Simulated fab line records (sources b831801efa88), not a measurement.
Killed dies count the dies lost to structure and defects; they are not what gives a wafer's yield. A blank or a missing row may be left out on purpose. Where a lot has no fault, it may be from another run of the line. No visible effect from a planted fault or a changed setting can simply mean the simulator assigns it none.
fab line records | flow sky130
record lots=13 wafers=39 last-day=50
route steps=708 shown NWELL@76 VT_ADJUST_HVTR@139 VT_ADJUST_PCH@152 PAD_OPEN@708
lots that met no fault: from a run of the same line without faults
start-h: hours from the record's first day to the start of the lot's first wafer shown | wait-h: time in hours since the lot's previous step | " same as the row above | L1.1+2: several wafers, shown together as one row | - value missing, or start not given | * or withheld: withheld | < > ~ a bound
route shown NAME@n: names a module that has steps shown in the file, with the first one's number in the route | usual: mean/standard deviation taken from wafers without a fault | same: alike in all rows | chamber/n: place in a boat | sites: readings site by site | _std_site: the values' standard deviation | _edge_site: inner sites' mean taken away from outer sites' mean | radius-mm: for every site, how far away it sits from the centre of the wafer | mask NAME#n: copy n | behind: the tool/chamber that last shaped the wafer | hold: why the lot went on hold/how many hours it stayed there/how the hold came to an end | device: names the non-switching transistor (n, p or np) | end of line: the tests these same wafers got at the end of their route | a step given without rows: its recipe and nothing more | killed: dies lost to structure and defects at the first sort, not the wafer's yield | map: a wafer's dies, marking killed ones x, the rest . and places with no die _
set.NAME: the setting the step ran with; set.NAME@STEP: the setting that earlier step ran with | model.NAME: the simulator's own value behind a step, which no gauge read
route steps across a sampled set of lots; one table per step, one row per wafer
services: the hour from which a tool's chamber was out of use, counted from the record's first day as start-h (under 0 if before that day), plus the number of hours and why
## steps
# step SKY_NWELL_OVL_MEAS_23
# usual NWELL_01_OVL=0.0/1.4
# columns lot.wafer tool chamber start-h wait-h NWELL_01_OVL[nm]
L615.1 overlay-01 - 105.19 - 0.3
L615.3 " - " " 0.8
L615.6 " - " " -0.9
L616.1 overlay-01 - 111.54 - 0.4
L616.3 " - " " -0.6
L616.6 " - " " 0.5
L619.1 overlay-02 - 127.68 - -0.2
L619.3 " - " " -1.1
L619.6 " - " " -3.6
L620.3 overlay-01 - 133.70 - -0.4
L620.4 " - " " -2.1
L620.5 " - " " -0.9
L622.1 overlay-01 - 152.29 - -0.4
L622.2 " - " " -2.3
L622.6 " - " " -1.9
L623.1 overlay-02 - 152.58 - 0.5
L623.2 " - " " 1.6
L623.3 " - " " 0.7
L627.3 overlay-01 - 180.26 - -0.2
L627.4 " - " " 0.6
L627.6 " - " " 0.4
L631.1 overlay-01 - 201.44 - -0.6
L631.2 " - " " 1.7
L631.3 " - " " -0.7
L632.3 overlay-01 - 206.55 - -0.4
L632.5 " - " " -1.8
L632.6 " - " " -0.2
L634.2 overlay-01 - 222.86 - -0.3
L634.5 " - " " 0.7
L634.6 " - " " -0.4
L636.2 overlay-02 - 236.09 - -0.8
L636.4 " - " " 1.1
L636.5 " - " " -0.2
L635.1 overlay-01 - 237.33 - -1.2
L635.4 " - " " 0.6
L635.5 " - " " 1.3
L638.3 overlay-01 - 245.91 - -1.5
L638.4 " - " " -1.7
L638.6 " - " " -3.3
# step SKY_VT_ADJUST_HVTR_OVL_MEAS_08
# usual VT_ADJUST_HVTR_OVL=-0.8/1.1
# columns lot.wafer tool chamber start-h wait-h VT_ADJUST_HVTR_OVL[nm]
L615.1 overlay-01 - 203.57 0.1 0.5
L615.3 " - " " 2.9
L615.6 " - " " -0.4
L616.1 overlay-02 - 211.42 0.1 0.3
L616.3 " - " " -0.6
L616.6 " - " " -1.0
L619.1 overlay-01 - 230.45 0.1 -1.6
L619.3 " - " " 0.0
L619.6 " - " " -0.8
L620.3 overlay-02 - 239.88 0.1 -0.8
L620.4 " - " " -1.7
L620.5 " - " " -1.4
L622.1 overlay-02 - 262.37 0.1 -2.1
L622.2 " - " " -2.6
L622.6 " - " " -1.8
L623.1 overlay-02 - 263.57 0.1 -0.6
L623.2 " - " " -1.4
L623.3 " - " " -1.0
L627.3 overlay-01 - 297.01 0.1 -1.4
L627.4 " - " " -1.3
L627.6 " - " " -0.5
L631.1 overlay-02 - 322.75 0.1 -1.4
L631.2 " - " " -1.3
L631.3 " - " " -1.1
L632.3 overlay-02 - 328.11 0.1 -1.5
L632.5 " - " " -2.4
L632.6 " - " " 0.3
L634.2 overlay-02 - 348.80 0.1 -2.8
L634.5 " - " " -2.1
L634.6 " - " " -1.3
L636.2 overlay-02 - 363.80 0.1 -2.2
L636.4 " - " " -1.8
L636.5 " - " " -0.8
L635.1 overlay-01 - 365.15 0.1 -1.8
L635.4 " - " " -1.2
L635.5 " - " " -0.3
L638.3 overlay-01 - 375.46 0.1 2.2
L638.4 " - " " -0.5
L638.6 " - " " -0.5
# step SKY_VT_ADJUST_HVTR_IMPLANT_09
# recipe species=B energy-kev=10 dose-cm2=2.1e+12 tilt-deg=withheld
# columns lot.wafer tool chamber start-h wait-h
L615.1+3+6 implanter-03 0 203.61 0.0
L616.1+3+6 implanter-01 0 211.46 0.0
L619.1+3+6 implanter-01 0 230.49 0.0
L619.1+3+6 implanter-01 0 230.81 0.3
L620.3+4+5 implanter-01 0 239.96 0.1
L622.1+2+6 implanter-04 0 262.41 0.0
L623.1+2+3 implanter-04 0 263.61 0.0
L627.3+4+6 implanter-04 0 297.08 0.1
L627.3+4+6 implanter-04 0 297.40 0.3
L631.1+2+3 implanter-03 0 322.79 0.0
L632.3+5+6 implanter-04 0 328.18 0.1
L634.2+5+6 implanter-03 0 348.86 0.0
L636.2+4+5 implanter-03 0 363.86 0.0
L635.1+4+5 implanter-01 0 365.18 0.0
L638.3+4+6 implanter-01 0 375.53 0.1
# step SKY_VT_ADJUST_HVTR_TW_MEAS_11
# usual VT_ADJUST_HVTR_TW=210/3.8
# columns lot.wafer tool chamber start-h wait-h VT_ADJUST_HVTR_TW
L615.1 film-metro-04 - 203.86 0.1 211
L615.3 " - " " 211
L615.6 " - " " 211
L616.1 film-metro-04 - 211.71 0.1 213
L616.3 " - " " 211
L616.6 " - " " 212
L619.1 film-metro-03 - 231.12 0.1 261
L619.3 " - " " 262
L619.6 " - " " 262
L620.3 film-metro-01 - 240.18 0.1 206
L620.4 " - " " 206
L620.5 " - " " 206
L622.1 film-metro-01 - 262.66 0.1 204
L622.2 " - " " 206
L622.6 " - " " 205
L623.1 film-metro-01 - 263.86 0.1 205
L623.2 " - " " 206
L623.3 " - " " 205
L627.3 film-metro-04 - 297.62 0.1 257
L627.4 " - " " 258
L627.6 " - " " 257
L631.1 film-metro-04 - 323.04 0.1 213
L631.2 " - " " 212
L631.3 " - " " 212
L632.3 film-metro-01 - 328.40 0.1 205
L632.5 " - " " 207
L632.6 " - " " 206
L634.2 film-metro-01 - 349.09 0.1 204
L634.5 " - " " 205
L634.6 " - " " 205
L636.2 film-metro-01 - 364.09 0.1 207
L636.4 " - " " 205
L636.5 " - " " 206
L635.1 film-metro-04 - 365.43 0.1 211
L635.4 " - " " 210
L635.5 " - " " 210
L638.3 film-metro-03 - 375.75 0.1 215
L638.4 " - " " 215
L638.6 " - " " 214
# step SKY_VT_ADJUST_PCH_STRIP_09
# recipe chemistry=O2/N2 power-w=1400 pressure-mtorr=1500 platen-temp-c=withheld o2-flow-sccm=3000 n2-flow-sccm=300 overash-fraction=0.5
# usual chamber-pressure-mTorr=1500.0/1.5 drypump-motor-current-A=5.8/0.51 oes-product-au=0.722/0.0044 strip-time-to-endpoint-s=36.94/0.12
# columns lot.wafer tool chamber start-h wait-h chamber-pressure-mTorr drypump-motor-current-A oes-product-au rf-hours-counter-h strip-time-to-endpoint-s
L615.1 plasma-asher-02 0 225.66 0.1 1501.0 5.3 0.720 45 37.01
L615.3 " 0 " " 1498.8 5.4 0.727 - 37.08
L615.6 " 1 " " 1498.6 6.3 0.729 - 37.10
L616.1 plasma-asher-02 1 233.67 0.1 1498.7 6.4 0.722 46 36.78
L616.3 " 0 " " 1498.2 5.4 0.718 - 36.85
L616.6 " 0 " " 1502.0 5.4 0.720 - 36.76
L619.1 plasma-asher-04 1 254.11 0.1 1499.6 6.4 0.724 52 36.83
L619.3 " 1 " " 1498.0 6.4 0.713 - 36.84
L619.6 " 1 " " 1499.4 6.4 0.721 - 36.92
L620.3 plasma-asher-04 1 264.24 0.1 1500.4 6.4 0.725 - 36.95
L620.4 " 0 " " 1499.1 5.3 0.731 - 36.90
L620.5 " 0 " " 1499.6 5.3 0.723 - 36.81
L622.1 plasma-asher-04 0 286.91 0.1 1500.0 5.3 0.721 54 37.05
L622.2 " 1 " " 1502.4 6.4 0.724 54 36.96
L622.6 " 0 " " 1499.0 5.3 0.722 - 37.06
L623.1 plasma-asher-04 1 288.81 0.1 1499.7 6.4 0.728 54 36.91
L623.2 " 0 " " 1501.4 5.3 0.722 54 37.02
L623.3 " 0 " " 1499.3 5.3 0.713 - 37.04
L627.3 plasma-asher-04 1 322.55 0.1 1497.9 6.4 0.726 - 36.87
L627.4 " 0 " " 1501.4 5.3 0.727 - 37.03
L627.6 " 0 " " 1500.6 5.3 0.713 - 37.01
L631.1 plasma-asher-02 1 349.86 0.1 1498.7 6.3 0.716 57 36.81
L631.2 " 0 " " 1499.1 5.3 0.717 57 36.79
L631.3 " 1 " " 1497.8 6.4 0.724 - 36.63
L632.3 plasma-asher-02 0 355.55 0.1 1498.2 5.3 0.720 - 36.95
L632.5 " 1 " " 1500.2 6.3 0.724 - 37.00
L632.6 " 0 " " 1500.6 5.3 0.716 - 36.88
L634.2 plasma-asher-01 1 375.71 0.1 1496.7 6.1 0.725 70 36.89
L634.5 " 0 " " 1500.2 5.3 0.717 - 36.90
L634.6 " 1 " " 1502.3 6.1 0.732 - 36.93
L636.2 plasma-asher-02 0 391.72 0.1 1502.0 5.3 0.723 61 37.14
L636.4 " 0 " " 1499.4 5.3 0.723 - 37.09
L636.5 " 1 " " 1499.2 6.3 0.724 - 37.08
L635.1 plasma-asher-04 0 393.70 0.1 1501.7 5.3 0.721 65 36.85
L635.4 " 1 " " 1500.0 6.4 0.719 - 36.90
L635.5 " 1 " " 1502.1 6.4 0.720 - 36.91
L638.3 plasma-asher-01 0 403.50 0.1 1500.1 5.4 0.719 - 36.91
L638.4 " 1 " " 1501.4 6.0 0.725 - 36.90
L638.6 " 0 " " 1500.2 5.4 0.722 - 36.84
# step SKY_PAD_OPEN_PROBE_99
# usual killed_at_M0_to_M3=43/7.1 killed_at_M4_up=3.2/1.7 killed-at-contacts=24/5.6 killed-at-front-end=16/5 killed-at-other=0.4/0.68 killed-dies=86/9.3 killed-open=47/7.1 killed-short=39/5.7
# same gross-dies=492 killed-at-back-side=0
# columns lot.wafer tool chamber start-h wait-h killed_at_M0_to_M3 killed_at_M4_up killed-at-contacts killed-at-front-end killed-at-other killed-dies killed-open killed-short
L623.1 prober-01 - 1129.28 0.1 42 6 23 12 0 83 45 38
L623.2 prober-01 - 1129.33 0.1 47 2 30 21 1 101 62 39
L623.3 prober-01 - 1129.38 0.2 45 2 34 15 0 96 63 33
L631.1 prober-02 - 1169.09 0.1 42 2 27 17 0 88 49 39
L631.2 prober-02 - 1169.14 0.1 38 4 28 17 1 88 52 35
L631.3 prober-02 - 1169.19 0.2 46 3 25 10 0 84 43 41
L632.3 prober-02 - 1174.69 0.2 37 3 22 16 3 81 39 40
L632.5 prober-02 - 1174.79 0.2 52 3 31 14 1 101 51 49
L632.6 prober-02 - 1174.84 0.2 43 2 21 17 0 83 41 42
# killed by level:class
L623.1 CONTACT:geometric-particle:open=11 VIA1:geometric-particle:open=8 VIA1:geometric-particle:short=6 VIA3:geometric-particle:open=6 VIA2:geometric-particle:open=5 METAL2:geometric-particle:short=4 LI_CONTACT:geometric-particle:short=4 VIA2:geometric-particle:short=4
L623.2 CONTACT:geometric-particle:open=12 VIA1:geometric-particle:open=10 VIA3:geometric-particle:open=9 POLY_GATE:geometric-particle:short=8 VIA2:geometric-particle:open=8 METAL2:geometric-particle:short=7 POLY_GATE:geometric-particle:open=6 LI_CONTACT:geometric-particle:open=6
L623.3 VIA1:geometric-particle:open=15 CONTACT:geometric-particle:open=13 CONTACT:geometric-particle:short=9 VIA2:geometric-particle:open=8 LI_CONTACT:geometric-particle:open=7 LOCAL_INTERCONNECT:geometric-particle:short=5 VIA1:geometric-particle:short=5 VIA3:geometric-particle:open=5
L631.1 CONTACT:geometric-particle:open=8 VIA1:geometric-particle:open=8 LI_CONTACT:geometric-particle:open=7 FIELD_ISO:geometric-particle:short=6 VIA2:geometric-particle:open=5 METAL2:geometric-particle:open=5 VIA3:geometric-particle:open=5 POLY_GATE:geometric-particle:open=4
L631.2 CONTACT:geometric-particle:open=10 LI_CONTACT:geometric-particle:open=8 VIA1:geometric-particle:short=8 VIA2:geometric-particle:open=7 METAL2:geometric-particle:short=6 VIA3:geometric-particle:open=5 POLY_GATE:geometric-particle:short=4 POLY_GATE:geometric-particle:open=4
L631.3 METAL1:geometric-particle:short=11 LI_CONTACT:geometric-particle:open=10 VIA2:geometric-particle:open=8 CONTACT:geometric-particle:open=6 CONTACT:geometric-particle:short=6 VIA1:geometric-particle:open=6 POLY_GATE:geometric-particle:short=4 VIA3:geometric-particle:short=4
L632.3 VIA1:geometric-particle:open=8 METAL2:geometric-particle:short=8 CONTACT:geometric-particle:short=7 CONTACT:geometric-particle:open=7 FIELD_ISO:geometric-particle:open=6 VIA1:geometric-particle:short=5 LI_CONTACT:geometric-particle:open=5 VIA3:geometric-particle:open=5
L632.5 VIA1:geometric-particle:open=13 CONTACT:geometric-particle:open=10 METAL2:geometric-particle:short=9 CONTACT:geometric-particle:short=7 LI_CONTACT:geometric-particle:short=6 METAL1:geometric-particle:short=6 VIA3:geometric-particle:open=6 VIA2:geometric-particle:open=6
L632.6 VIA1:geometric-particle:open=8 FIELD_ISO:geometric-particle:open=7 LOCAL_INTERCONNECT:geometric-particle:short=6 VIA1:geometric-particle:short=6 VIA2:geometric-particle:open=6 METAL1:geometric-particle:short=5 CONTACT:geometric-particle:open=5 POLY_GATE:geometric-particle:short=4
## services
# columns tool chamber start-h hours kind
implanter-03 - 184.48 2.4 repair
implanter-04 - 192.85 3.6 pm
implanter-04 - 213.52 4.1 pm
implanter-01 - 224.24 0.8 repair
plasma-asher-02 - 246.71 0.5 repair
implanter-04 - 249.08 0.6 repair
plasma-asher-04 - 271.50 13.8 repair
implanter-01 - 275.73 3.3 repair
implanter-04 - 328.76 6.2 repair
plasma-asher-02 - 330.31 2.3 repair
implanter-03 - 334.44 2.4 repair
plasma-asher-01 - 370.61 1.4 repair
plasma-asher-02 - 379.06 1.5 repair
## key
first-sign step=SKY_VT_ADJUST_HVTR_IMPLANT_09 reading=visit direction=added
effect step=SKY_VT_ADJUST_HVTR_TW_MEAS_11 reading=VT_ADJUST_HVTR_TW direction=up sigmas=13 usual=210 struck=259
met-at SKY_VT_ADJUST_HVTR_IMPLANT_09
struck-lots L619,L627
tester-left-out L619,L627
not-acting-at SKY_NWELL_OVL_MEAS_23,SKY_VT_ADJUST_HVTR_OVL_MEAS_08,SKY_VT_ADJUST_PCH_STRIP_09
fault kind=repeated-step-whole tool=implanter-01,implanter-03,implanter-04 chamber=- onset-h=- steps=SKY_VT_ADJUST_HVTR_IMPLANT_09 times=1 scope=struck-lots-only
# tester-left-out: of these lots the tester's yield and bins aren't shown, on N5 and GAA mostly nor the transistor test; their killed dies are dies lost to structure and defects alone, not to doping, threshold or leakage, so they don't give the yield
